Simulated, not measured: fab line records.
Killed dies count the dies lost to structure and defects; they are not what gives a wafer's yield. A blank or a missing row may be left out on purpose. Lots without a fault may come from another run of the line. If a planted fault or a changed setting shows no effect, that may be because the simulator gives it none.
fab line records	flow gf180mcu
[record] lots = 5	wafers = 14	last_day = 34
route steps=602 shown M4@468 V4@476 MIM@503 PASSIVATION@602
lots that met no fault: taken from a fault-free run of the same line
start_h: hours from the record's first day to the start of the lot's first wafer shown	wait_h: hours since the lot's step before	" identical to the entry in the row above	L1.1+2: one row covering several wafers at once	- either no value or no given start	* or withheld: withheld	< > ~ a bound
route shown NAME@n: a module of which the file shows steps, and the number in the route of the first	usual: the fault-free wafers' mean and standard deviation	same: alike in all rows	chamber/n: place in a boat	sites: the reading at each site	_std_site: the standard deviation of these	_edge_site: inner sites' mean taken away from outer sites' mean	radius_mm: how far each site lies from the wafer's centre	mask NAME#n: copy n	behind: the tool/chamber that last shaped the wafer	hold: what put the lot on hold/how long, in hours/how the hold closed	device: transistor that didn't switch, given as n, p or np	end of line: the tests these same wafers got at the end of their route	step lacking rows: just its recipe	killed: dies that structure and defects cost at the first sort, which is not the same as the wafer's yield	map: shows each die of a wafer: x if killed, . if not, _ if none is there
set.NAME: the setting the step ran with; set.NAME@STEP: the setting that earlier step ran with	model.NAME: the simulator's own value behind a step, which no gauge read
lots seen at some steps along the route; tables by step, rows by wafer
services: when a tool's chamber went out of use (start_h, in hours from the record's first day, below 0 if earlier), for how many hours, and the reason
[[steps]]
[step GF_M4_PEB_12]
[recipe] peb_temp_c = 135	peb_time_s = 90	resist = KrF
[step GF_M4_DEVELOP_13]
[recipe] develop_time_s = 60	dev_temp_c = 21
[step GF_M4_CD_MEAS_14]
[recipe] target_cd_nm = 280
[usual] cd_nm = 279.9/1.3
lot.wafer	tool	chamber	start_h	wait_h	cd_nm
L656.1	cd_sem-02	-	605.87	0.1	280.4
L656.2	"	-	"	"	279.3
L656.5	"	-	"	"	279.0
L658.2	cd_sem-01	-	619.77	0.1	279.6
L658.3	"	-	"	"	279.1
L658.5	"	-	"	"	279.6
L665.2	cd_sem-02	-	678.97	0.1	278.0
L665.6	"	-	"	"	278.1
L668.4	cd_sem-01	-	698.57	0.1	280.8
L668.5	"	-	"	"	280.5
L668.6	"	-	"	"	280.7
L671.2	cd_sem-02	-	710.19	0.1	280.6
L671.5	"	-	"	"	281.0
L671.6	"	-	"	"	280.4
[step GF_M4_OVL_MEAS_15]
[usual] M4_OVL = 3/5.7
lot.wafer	tool	chamber	start_h	wait_h	M4_OVL[nm]
L656.1	overlay-02	-	605.99	0.1	-1
L656.2	"	-	"	"	-1
L656.5	"	-	"	"	1
L658.2	overlay-02	-	619.88	0.1	8
L658.3	"	-	"	"	8
L658.5	"	-	"	"	10
L665.2	overlay-01	-	679.08	0.1	7
L665.6	"	-	"	"	12
L668.4	overlay-02	-	698.64	0.1	-1
L668.5	"	-	"	"	7
L668.6	"	-	"	"	-3
L671.2	overlay-02	-	710.30	0.1	-7
L671.5	"	-	"	"	-1
L671.6	"	-	"	"	-1
[step GF_M4_METAL_ETCH_16]
[recipe] chemistry = Cl2/BCl3	mask_material = KrF	target_depth_nm = 627.5	stop_on = SiO2	pressure_mtorr = 8	icp_w = 800	bias_w = 140	Cl2_flow_sccm = 80	bcl3_flow_sccm = 40	time_s = 104.6
[step GF_M4_STRIP_17]
[recipe] chemistry = O2/N2	power_w = 1400	pressure_mtorr = 1500	platen_temp_c = 250	o2_flow_sccm = 3000	n2_flow_sccm = 300	overash_fraction = 0.5
[usual] chamber_pressure_mTorr = 1500.0/1.3	drypump_motor_current_A = 5.57/0.28	heater_power_w = 356/26	oes_product_au = 0.557/0.0047	strip_time_to_endpoint_s = 7.85/0.045
lot.wafer	tool	chamber	start_h	wait_h	chamber_pressure_mTorr	drypump_motor_current_A	heater_power_w	oes_product_au	rf_hours_counter_h	strip_time_to_endpoint_s
L656.1	plasma_asher-01	1	606.18	0.1	1499.9	5.53	377	0.550	101	7.83
L656.2	"	0	"	"	1499.8	5.86	388	0.556	101	7.80
L656.5	"	1	"	"	1500.0	5.53	373	0.548	-	7.81
L658.2	plasma_asher-03	1	620.02	0.1	1499.6	5.24	316	0.554	81	7.87
L658.3	"	1	"	"	1499.8	5.25	328	0.555	-	7.84
L658.5	"	0	"	"	1500.1	5.86	342	0.553	-	7.85
L665.2	plasma_asher-01	1	679.22	0.1	1501.4	5.52	373	0.562	112	7.79
L665.6	"	0	"	"	1497.5	5.86	398	0.563	-	7.86
L668.4	plasma_asher-03	0	698.85	0.1	1500.5	5.86	356	0.562	-	7.88
L668.5	"	1	"	"	1498.5	5.25	333	0.554	-	7.80
L668.6	"	0	"	"	1498.6	5.85	352	0.552	-	7.86
L671.2	plasma_asher-01	0	710.44	0.1	1500.2	5.88	390	0.556	115	7.82
L671.5	"	0	"	"	1502.6	5.88	385	0.563	-	7.79
L671.6	"	1	"	"	1499.9	5.53	377	0.556	-	7.82
[step GF_M4_STRIP_18]
[recipe] chemistry = post_etch_residue_remover	time_s = 1200	temp_c = 72.5
[step GF_M4_CLEAN_19]
[recipe] chemistry = DIW	dry = n2_spin
[step GF_V4_CVD_00]
[recipe] material = SiO2	target_thk_nm = 600	sigma_open_frac = 0.3	temp_c = 400	time_s = 100	sih4_flow_sccm = 60	pressure_mtorr = 6
[step GF_V4_THK_MEAS_01]
[recipe] reads = SiO2_of_V4_CVD_00
[usual] V4_CVD_00_THK = 598/5.5
lot.wafer	tool	chamber	start_h	wait_h	V4_CVD_00_THK[nm]
L656.1	film_metro-02	-	606.78	0.0	587
L656.2	"	-	"	"	603
L656.5	"	-	"	"	601
L658.2	film_metro-04	-	620.64	0.0	596
L658.3	"	-	"	"	602
L658.5	"	-	"	"	606
L665.2	film_metro-04	-	679.84	0.0	605
L665.6	"	-	"	"	604
L668.4	film_metro-04	-	699.45	0.0	596
L668.5	"	-	"	"	593
L668.6	"	-	"	"	586
L671.2	film_metro-01	-	711.06	0.0	602
L671.5	"	-	"	"	600
L671.6	"	-	"	"	609
[step GF_V4_CVD_02]
[recipe] material = SiO2	target_thk_nm = 850	precursor = TEOS	temp_c = 400	time_s = 94.851	rf_w = 600
[step GF_V4_THK_MEAS_03]
[recipe] reads = SiO2_of_V4_CVD_02
[usual] V4_CVD_02_THK = 855/12
lot.wafer	tool	chamber	start_h	wait_h	V4_CVD_02_THK[nm]
L656.1	film_metro-02	-	606.91	0.0	838
L656.2	"	-	"	"	866
L656.5	"	-	"	"	866
L658.2	film_metro-01	-	620.77	0.0	842
L658.3	"	-	"	"	856
L658.5	"	-	"	"	880
L665.2	film_metro-01	-	679.98	0.1	860
L665.6	"	-	"	"	865
L668.4	film_metro-02	-	699.58	0.0	854
L668.5	"	-	"	"	845
L668.6	"	-	"	"	859
L671.2	film_metro-04	-	711.19	0.0	847
L671.5	"	-	"	"	853
L671.6	"	-	"	"	859
[step GF_V4_CMP_04]
[recipe] material = SiO2	down_force_psi = 4	platen_rpm = 60	pad_velocity_m_s = 0.94248
[usual] head_pressure_psi = 4.000/0.009	motor_current_A = 12.4/0.91	time_to_endpoint_s = 83/5.1
lot.wafer	tool	chamber	start_h	wait_h	head_pressure_psi	motor_current_A	time_to_endpoint_s	model.SiO2_of_V4_CVD_02.thk_nm
L656.1	cmp-02	0	607.02	0.1	3.999	12.0	77	632.8
L656.2	"	2	"	"	4.018	11.4	85	632.8
L656.5	"	0	"	"	4.012	12.4	85	633.5
L658.2	cmp-01	3	620.82	0.0	3.977	12.1	78	633.9
L658.3	"	0	"	"	4.003	11.7	86	633.2
L658.5	"	3	"	"	3.990	12.5	93	632.5
L665.2	cmp-01	0	680.29	0.3	3.999	12.5	86	632.5
L665.6	"	0	"	"	3.999	12.1	28	790.5
L668.4	cmp-02	1	699.76	0.2	3.996	13.1	82	633.2
L668.5	"	2	"	"	4.014	12.4	80	632.2
L668.6	"	3	"	"	4.003	13.9	87	632.9
L671.2	cmp-02	2	711.29	0.1	3.987	12.3	81	630.9
L671.5	"	1	"	"	4.010	13.4	85	631.3
L671.6	"	2	"	"	4.004	12.0	84	631.2
[step GF_V4_BOW_MEAS_05]
[recipe] mode = bow
[usual] V4_BOW = 134/9.5
lot.wafer	tool	chamber	start_h	wait_h	V4_BOW[um]
L656.1	film_metro-01	-	607.27	0.2	142
L656.2	"	-	"	"	144
L656.5	"	-	"	"	139
L658.2	film_metro-02	-	621.14	0.3	113
L658.3	"	-	"	"	128
L658.5	"	-	"	"	133
L665.2	film_metro-01	-	680.61	0.3	143
L665.6	"	-	"	"	131
L668.4	film_metro-04	-	699.97	0.2	125
L668.5	"	-	"	"	134
L668.6	"	-	"	"	119
L671.2	film_metro-04	-	711.56	0.2	138
L671.5	"	-	"	"	133
L671.6	"	-	"	"	138
[step GF_V4_DEHYDRATE_06]
[recipe] temp_c = 200	time_s = 60
[step GF_V4_HMDS_07]
[recipe] prime_time_s = 60	prime_temp_c = 120
[step GF_V4_COAT_08]
[recipe] resist = BARC	temp_c = withheld	time_s = withheld	spin_rpm = withheld	resist_thk_nm = withheld
[step GF_V4_COAT_09]
[recipe] resist = KrF	spin_rpm = withheld	resist_thk_nm = 1000
[step GF_V4_SOFTBAKE_10]
[recipe] temp_c = 130	time_s = 60	resist = KrF
[step GF_V4_EXPOSE_11]
[recipe] mask_id = Via4	target_cd_nm = 260	na = 0.68	source_shape = conventional	sigma_outer = 0.6	dose_mj = 38
[step GF_V4_PEB_12]
[recipe] peb_temp_c = 135	peb_time_s = 90	resist = KrF
[step GF_V4_DEVELOP_13]
[recipe] develop_time_s = 60	resist = KrF	dev_temp_c = 21
[step GF_V4_CD_MEAS_14]
[recipe] target_cd_nm = 260
[usual] cd_nm = 260.0/1.4
lot.wafer	tool	chamber	start_h	wait_h	cd_nm
L656.1	cd_sem-01	-	627.89	0.1	260.9
L656.2	"	-	"	"	259.9
L656.5	"	-	"	"	260.6
L658.2	cd_sem-01	-	642.01	0.1	256.9
L658.3	"	-	"	"	256.7
L658.5	"	-	"	"	258.0
L665.2	cd_sem-01	-	699.48	0.1	258.4
L665.6	"	-	"	"	257.7
L668.4	cd_sem-01	-	718.11	0.1	258.9
L668.5	"	-	"	"	258.9
L668.6	"	-	"	"	258.9
L671.2	cd_sem-02	-	728.80	0.1	260.8
L671.5	"	-	"	"	259.9
L671.6	"	-	"	"	261.9
[step GF_V4_OVL_MEAS_15]
[usual] V4_OVL = 2/4.7
lot.wafer	tool	chamber	start_h	wait_h	V4_OVL[nm]
L656.1	overlay-01	-	628.01	0.1	6
L656.2	"	-	"	"	8
L656.5	"	-	"	"	7
L658.2	overlay-02	-	642.11	0.1	14
L658.3	"	-	"	"	-1
L658.5	"	-	"	"	5
L665.2	overlay-02	-	699.58	0.1	-6
L665.6	"	-	"	"	-5
L668.4	overlay-01	-	718.19	0.1	5
L668.5	"	-	"	"	8
L668.6	"	-	"	"	7
L671.2	overlay-01	-	728.91	0.1	2
L671.5	"	-	"	"	-7
L671.6	"	-	"	"	3
[step GF_V4_ETCH_16]
[recipe] chemistry = N2/H2	target_depth_a = withheld	overetch_a = withheld	time_s = withheld	target = BARC	ion_energy_ev = 200	source_w = 500	bias_w = 100	pressure_mtorr = 30	n2_flow_sccm = 100	h2_flow_sccm = 200
[usual] chamber_pressure_mTorr = 30.006/0.026	drypump_motor_current_A = 6.0/0.43	h2_flow_sccm = 199.9/0.61	oes_product_au = 0.854/0.0047	throttle_valve_pct = 13.225/0.0088
lot.wafer	tool	chamber	start_h	wait_h	chamber_pressure_mTorr	drypump_motor_current_A	h2_flow_sccm	oes_product_au	throttle_valve_pct
L656.1	rie_diel-03	3	628.04	0.0	29.958	5.4	200.1	0.849	13.218
L656.2	"	1	"	"	29.990	6.0	199.8	0.856	13.227
L656.5	"	3	"	"	30.009	5.4	199.7	0.853	13.219
L658.2	rie_diel-04	2	642.14	0.0	30.037	6.5	200.8	0.860	13.227
L658.3	"	0	"	"	30.023	6.5	199.5	0.850	13.215
L658.5	"	1	"	"	30.059	6.5	199.9	0.856	13.234
L665.2	rie_diel-04	3	699.61	0.0	29.987	6.2	200.1	0.849	13.230
L665.6	"	0	"	"	29.992	6.4	200.1	0.850	13.232
L668.4	rie_diel-01	1	718.23	0.0	30.005	5.9	200.8	0.852	13.232
L668.5	"	0	"	"	29.975	5.0	200.5	0.853	13.216
L668.6	"	3	"	"	30.026	5.7	199.6	0.857	13.222
L671.2	rie_diel-04	2	728.94	0.0	29.953	6.4	201.2	0.866	13.226
L671.5	"	2	"	"	30.017	6.5	200.3	0.856	13.231
L671.6	"	1	"	"	30.023	6.5	201.5	0.867	13.207
[step GF_V4_ETCH_17]
[recipe] chemistry = C4F8/O2/Ar	mask_material = KrF	target = SiO2	stop_on = TiN	source_w = 1500	bias_w = 1200	pressure_mtorr = 40	c4f8_flow_sccm = withheld	O2_flow_sccm = 6	Ar_flow_sccm = 300	time_s = withheld	target_depth_a = 6300
[usual] chamber_pressure_mTorr = 40.00/0.035	oes_product_au = 0.856/0.0046
lot.wafer	tool	chamber	start_h	wait_h	chamber_pressure_mTorr	oes_product_au	model.V4.feature_depth_nm	model.etch.depth_nm
L656.1	rie_diel-03	3	-	-	40.01	0.859	632.8	632.8
L656.2	"	1	"	"	39.99	0.857	632.8	632.8
L656.5	"	3	"	"	40.04	0.860	633.5	633.5
L658.2	rie_diel-04	2	-	-	40.02	0.856	633.9	633.9
L658.3	"	0	"	"	39.93	0.857	633.2	633.2
L658.5	"	1	"	"	39.91	0.852	632.5	632.5
L665.2	rie_diel-04	3	-	-	39.98	0.857	632.5	632.5
L665.6	"	0	"	"	39.91	0.975	790.5	790.5
L668.4	rie_diel-01	1	-	-	40.00	0.860	633.2	633.2
L668.5	"	0	"	"	40.04	0.847	632.2	632.2
L668.6	"	3	"	"	40.00	0.855	632.9	632.9
L671.2	rie_diel-04	2	-	-	39.93	0.860	630.9	630.9
L671.5	"	2	"	"	39.98	0.851	631.3	631.3
L671.6	"	1	"	"	40.03	0.854	631.2	631.2
[step GF_V4_STRIP_18]
[recipe] chemistry = O2/N2	power_w = 1400	pressure_mtorr = 1500	platen_temp_c = 250	o2_flow_sccm = 3000	n2_flow_sccm = 300	overash_fraction = 0.5
[step GF_V4_STRIP_19]
[recipe] chemistry = post_etch_residue_remover	time_s = 1200	temp_c = 72.5
[step GF_V4_CLEAN_20]
[recipe] chemistry = DIW	dry = n2_spin
[step GF_V4_SPUTTER_21]
[recipe] material = Ti	target_thk_nm = 15	chamber_pressure_pa = 5	power_w = 2500	substrate_temp_c = 200	time_s = 80.02
[usual] cathode_dc_power_W = 2500.0/0.48	throttle_valve_pct = 29.8/1.1
lot.wafer	tool	chamber	start_h	wait_h	cathode_dc_power_W	throttle_valve_pct
L656.1	pvd_sputter-01	-	628.70	0.0	2500.5	27.4
L656.2	"	-	"	"	2500.7	30.7
L656.5	"	-	"	"	2500.0	28.7
L658.2	pvd_sputter-01	-	642.80	0.0	2499.5	28.7
L658.3	"	-	"	"	2499.8	28.7
L658.5	"	-	"	"	2500.1	30.6
L665.2	pvd_sputter-04	-	700.28	0.0	2499.9	30.2
L665.6	"	-	"	"	2499.4	30.6
L668.4	pvd_sputter-02	-	718.93	0.0	2500.1	31.7
L668.5	"	-	"	"	2500.3	29.4
L668.6	"	-	"	"	2499.7	29.6
L671.2	pvd_sputter-01	-	729.60	0.0	2500.4	28.6
L671.5	"	-	"	"	2500.2	28.9
L671.6	"	-	"	"	2499.6	27.5
[step GF_V4_SPUTTER_22]
[recipe] material = TiN	target_thk_nm = 10	chamber_pressure_pa = 5	power_w = 4000	time_s = 40
[usual] cathode_dc_power_W = 3999.9/0.71	throttle_valve_pct = 29.8/1
lot.wafer	tool	chamber	start_h	wait_h	cathode_dc_power_W	throttle_valve_pct
L656.1	pvd_sputter-01	-	628.77	0.0	3999.2	27.7
L656.2	"	-	"	"	4000.2	30.4
L656.5	"	-	"	"	4000.0	28.8
L658.2	pvd_sputter-01	-	642.86	0.0	3999.9	28.7
L658.3	"	-	"	"	3999.7	28.8
L658.5	"	-	"	"	3999.6	30.4
L665.2	pvd_sputter-04	-	700.34	0.0	4000.2	30.1
L665.6	"	-	"	"	4000.9	30.9
L668.4	pvd_sputter-02	-	718.98	0.0	4000.6	31.5
L668.5	"	-	"	"	3999.8	29.5
L668.6	"	-	"	"	3999.9	29.5
L671.2	pvd_sputter-01	-	729.66	0.0	3999.2	28.5
L671.5	"	-	"	"	3999.4	28.8
L671.6	"	-	"	"	3999.2	27.8
[step GF_V4_CVD_23]
[recipe] material = W	target_thk_nm = 350	time_s = 104.9	temp_c = 400	pressure_torr = 40
[step GF_V4_RS_MEAS_24]
[recipe] thk_meas_gauge = four-point-probe	reads = W_of_V4_CVD_23+TiN_of_V4_SPUTTER_22+Ti_of_V4_SPUTTER_21
[usual] V4_W_RS = 0.324/0.0056
lot.wafer	tool	chamber	start_h	wait_h	V4_W_RS[ohm/sq]
L656.1	film_metro-04	-	628.92	0.1	0.315
L656.2	"	-	"	"	0.329
L656.5	"	-	"	"	0.328
L658.2	film_metro-04	-	643.15	0.2	0.323
L658.3	"	-	"	"	0.324
L658.5	"	-	"	"	0.325
L665.2	film_metro-02	-	700.52	0.1	0.326
L665.6	"	-	"	"	0.325
L668.4	film_metro-04	-	719.18	0.1	0.318
L668.5	"	-	"	"	0.319
L668.6	"	-	"	"	0.325
L671.2	film_metro-04	-	729.84	0.1	0.320
L671.5	"	-	"	"	0.325
L671.6	"	-	"	"	0.321
[step GF_V4_THK_MEAS_25]
[recipe] thk_meas_gauge = xrf	reads = W_of_V4_CVD_23
[usual] V4_W_THK = 345/6.6
lot.wafer	tool	chamber	start_h	wait_h	V4_W_THK[nm]
L656.1	film_metro-04	-	629.04	0.1	353
L656.2	"	-	"	"	339
L656.5	"	-	"	"	340
L658.2	film_metro-04	-	643.26	0.1	346
L658.3	"	-	"	"	345
L658.5	"	-	"	"	344
L665.2	film_metro-02	-	700.63	0.1	343
L665.6	"	-	"	"	345
L668.4	film_metro-04	-	719.27	0.1	346
L668.5	"	-	"	"	348
L668.6	"	-	"	"	341
L671.2	film_metro-04	-	729.95	0.1	349
L671.5	"	-	"	"	345
L671.6	"	-	"	"	346
[step GF_V4_CMP_26]
[recipe] stop_on = SiO2	down_force_psi = 3.5	platen_rpm = 60	t_overpolish_s = 15	target_thk_nm = 0	pad_velocity_m_s = 0.94248
[usual] head_pressure_psi = 3.500/0.0077	motor_current_A = 11.3/0.79
lot.wafer	tool	chamber	start_h	wait_h	head_pressure_psi	motor_current_A	model.SiO2_of_V4_CVD_02.thk_nm
L656.1	cmp-02	1	629.10	0.1	3.490	11.8	629.1
L656.2	"	3	"	"	3.507	12.8	629
L656.5	"	1	"	"	3.494	12.2	629.7
L658.3	cmp-01	3	643.31	0.0	3.501	11.8	629.4
L658.2	"	1	"	"	3.490	9.8	630.1
L658.5	"	0	"	"	3.504	11.5	628.7
L665.2	cmp-01	2	700.73	0.1	3.493	12.0	628.7
L665.6	"	2	"	"	3.501	12.0	786.7
L668.4	cmp-01	0	719.45	0.2	3.496	11.2	629.4
L668.6	"	1	"	"	3.501	10.0	629.1
L668.5	"	2	"	"	3.521	12.3	628.4
L671.2	cmp-02	0	730.00	0.0	3.491	11.6	627.1
L671.5	"	0	"	"	3.509	11.7	627.5
L671.6	"	1	"	"	3.498	11.9	627.4
[step GF_MIM_SPUTTER_00]
[recipe] material = Ti	target_thk_nm = 37.5	arriving_ion_energy_ev = 80	substrate_temp_c = 200	chamber_pressure_pa = 2	power_w = 4000	time_s = 150
[usual] cathode_dc_power_W = 4000.0/0.68	throttle_valve_pct = 29.6/1.2
lot.wafer	tool	chamber	start_h	wait_h	cathode_dc_power_W	throttle_valve_pct
L656.1	pvd_sputter-02	-	629.40	0.2	4000.4	31.3
L656.2	"	-	"	"	3999.6	30.0
L656.5	"	-	"	"	3999.4	29.5
L658.2	pvd_sputter-03	-	643.61	0.1	3998.9	29.5
L658.3	"	-	"	"	3999.7	31.3
L658.5	"	-	"	"	3999.6	28.4
L665.2	pvd_sputter-03	-	700.98	0.2	3999.5	29.7
L665.6	"	-	"	"	4000.5	30.0
L668.4	pvd_sputter-01	-	719.65	0.1	3999.9	27.6
L668.5	"	-	"	"	4002.0	28.7
L668.6	"	-	"	"	4000.3	28.5
L671.2	pvd_sputter-03	-	730.30	0.2	4000.5	28.0
L671.5	"	-	"	"	4000.9	31.5
L671.6	"	-	"	"	4000.1	29.6
[step GF_PASSIVATION_PROBE_99]
lot.wafer	tool	chamber	start_h	wait_h	model.etest.via4_chain.rc_ohm
L656.1	prober-01	-	730.33	0.1	6.492
L656.2	prober-01	-	730.38	0.1	6.499
L656.5	prober-01	-	730.53	0.2	5.877
L658.2	prober-01	-	743.88	0.1	6.565
L658.3	prober-01	-	743.93	0.2	6.47
L658.5	prober-01	-	744.03	0.2	6.272
L665.2	prober-02	-	790.84	0.1	6.465
L665.6	prober-02	-	791.04	0.2	9.338
L668.4	prober-01	-	807.53	0.2	6.254
L668.5	prober-01	-	807.58	0.2	6.7
L668.6	prober-01	-	807.63	0.2	6.509
L671.2	prober-02	-	817.14	0.1	6.446
L671.5	prober-02	-	817.29	0.2	6.661
L671.6	prober-02	-	817.34	0.2	6.117
// killed by level:class
L656.1 V3:geometric_particle:open=6 V1:geometric_particle:open=5 STI:geometric_particle:open=4 V2:geometric_particle:open=4 V3:geometric_particle:short=4 CONTACT:geometric_particle:open=3 CONTACT:geometric_particle:short=3 STI:geometric_particle:short=2
L656.2 V5:geometric_particle:open=6 STI:geometric_particle:open=4 V1:geometric_particle:open=4 V2:geometric_particle:open=4 V2:geometric_particle:short=4 STI:geometric_particle:short=2 CONTACT:geometric_particle:open=2 M1:geometric_particle:short=2
L656.5 V2:geometric_particle:open=7 CONTACT:geometric_particle:open=6 V4:geometric_particle:open=5 M3:geometric_particle:short=5 V3:geometric_particle:open=5 STI:geometric_particle:open=3 V2:geometric_particle:short=3 STI:geometric_particle:short=2
L658.2 V1:geometric_particle:open=9 V3:geometric_particle:open=8 CONTACT:geometric_particle:open=6 V4:geometric_particle:open=5 M5:geometric_particle:short=4 V2:geometric_particle:short=3 V2:geometric_particle:open=3 V5:geometric_particle:open=3
L658.3 CONTACT:geometric_particle:short=6 V3:geometric_particle:open=6 CONTACT:geometric_particle:open=5 V1:geometric_particle:short=5 V5:geometric_particle:short=4 V5:geometric_particle:open=4 STI:geometric_particle:short=3 V2:geometric_particle:open=3
L658.5 V3:geometric_particle:open=7 V2:geometric_particle:open=6 STI:geometric_particle:short=4 CONTACT:geometric_particle:short=4 CONTACT:geometric_particle:open=4 STI:geometric_particle:open=3 V1:geometric_particle:open=3 M5:geometric_particle:short=3
L668.4 CONTACT:geometric_particle:open=8 V5:geometric_particle:open=5 V4:geometric_particle:open=5 V1:geometric_particle:open=4 CONTACT:geometric_particle:short=4 M1:geometric_particle:short=4 V2:geometric_particle:open=3 M3:geometric_particle:short=3
L668.5 V2:geometric_particle:short=5 STI:geometric_particle:open=4 POLY_GATE:geometric_particle:short=3 CONTACT:geometric_particle:short=3 V1:geometric_particle:short=3 V4:geometric_particle:short=3 V5:geometric_particle:open=3 CONTACT:geometric_particle:open=2
L668.6 V4:geometric_particle:open=5 M1:geometric_particle:short=5 V1:geometric_particle:short=5 CONTACT:geometric_particle:open=4 V3:geometric_particle:open=4 V3:geometric_particle:short=4 V5:geometric_particle:short=4 STI:geometric_particle:open=3
L671.2 CONTACT:geometric_particle:open=6 V5:geometric_particle:open=5 V1:geometric_particle:open=4 M1:geometric_particle:open=2 V1:geometric_particle:short=2 V3:geometric_particle:open=2 M4:geometric_particle:short=2 V4:geometric_particle:open=2
L671.5 V5:geometric_particle:open=5 V3:geometric_particle:open=4 STI:geometric_particle:open=3 V2:geometric_particle:open=3 V4:geometric_particle:short=3 M5:geometric_particle:short=3 M5:geometric_particle:open=3 POLY_GATE:geometric_particle:short=2
L671.6 V3:geometric_particle:open=7 V5:geometric_particle:open=7 V4:geometric_particle:short=6 M1:geometric_particle:short=5 V4:geometric_particle:open=4 V1:geometric_particle:open=3 M5:geometric_particle:short=3 STI:geometric_particle:open=2
[[services]]
tool	chamber	start_h	hours	kind
cmp-01	-	584.83	5.0	pm
pvd_sputter-02	-	584.92	3.3	repair
cmp-01	-	591.09	1.4	repair
cmp-01	-	591.72	1.3	repair
rie_diel-01	2	596.18	3.5	repair
pvd_sputter-01	3	610.59	-	consumable_replace:kit
pvd_sputter-01	3	610.59	18.0	scheduled_down
pvd_sputter-01	3	610.59	18.0	vent_cycle
plasma_asher-03	-	616.49	0.5	repair
rie_diel-01	-	620.79	0.3	repair
plasma_asher-01	-	631.86	0.5	repair
pvd_sputter-01	-	638.24	4.0	repair
rie_diel-03	0	648.54	4.7	repair
pvd_sputter-01	-	654.93	2.8	repair
cmp-02	-	667.54	19.2	pm
cmp-01	-	681.93	2.2	repair
pvd_sputter-04	-	704.40	7.2	repair
rie_diel-04	3	708.01	14.0	repair
pvd_sputter-01	2	711.72	-	consumable_replace:kit
pvd_sputter-01	2	711.72	18.0	scheduled_down
pvd_sputter-01	-	712.39	2.3	repair
rie_diel-01	2	715.44	6.8	repair
cmp-02	-	716.62	7.7	pm
pvd_sputter-02	-	723.02	10.0	repair
[[key]]
[first_sign] step = GF_V4_CMP_04	reading = time_to_endpoint_s	direction = down	sigmas = 11	usual = *	struck = *
[effect] step = GF_V4_ETCH_17	reading = oes_product_au	direction = up	sigmas = 26	usual = 0.856	struck = 0.975
[model_effect] step = GF_V4_CMP_04	value = SiO2_of_V4_CVD_02.thk_nm	without = 632.3	struck = 790.5
[model_effect] step = GF_V4_ETCH_17	value = V4.feature_depth_nm	without = 632.3	struck = 790.5
[model_effect] step = GF_V4_CMP_26	value = SiO2_of_V4_CVD_02.thk_nm	without = 628.5	struck = 786.7
[model_effect] step = GF_PASSIVATION_PROBE_99	value = etest.via4_chain.rc_ohm	without = 6.797	struck = 9.338
met_at GF_V4_CMP_04
struck_wafers L665.6
sort_left_out L665.6
onset_between 620.82 680.29
[fault] kind = process_parameter_drift	tool = cmp-01	chamber = -	onset_h = 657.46	steps = GF_V4_CMP_04	channel = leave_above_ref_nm	offset = 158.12	shape = step	end_h = 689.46	scope = struck_wafers_only	acts_in = these_recipes_only	stated = 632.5
// sort_left_out: the simulated sort isn't trusted on such a fault, so these wafers' sort isn't shown, and their yield isn't known
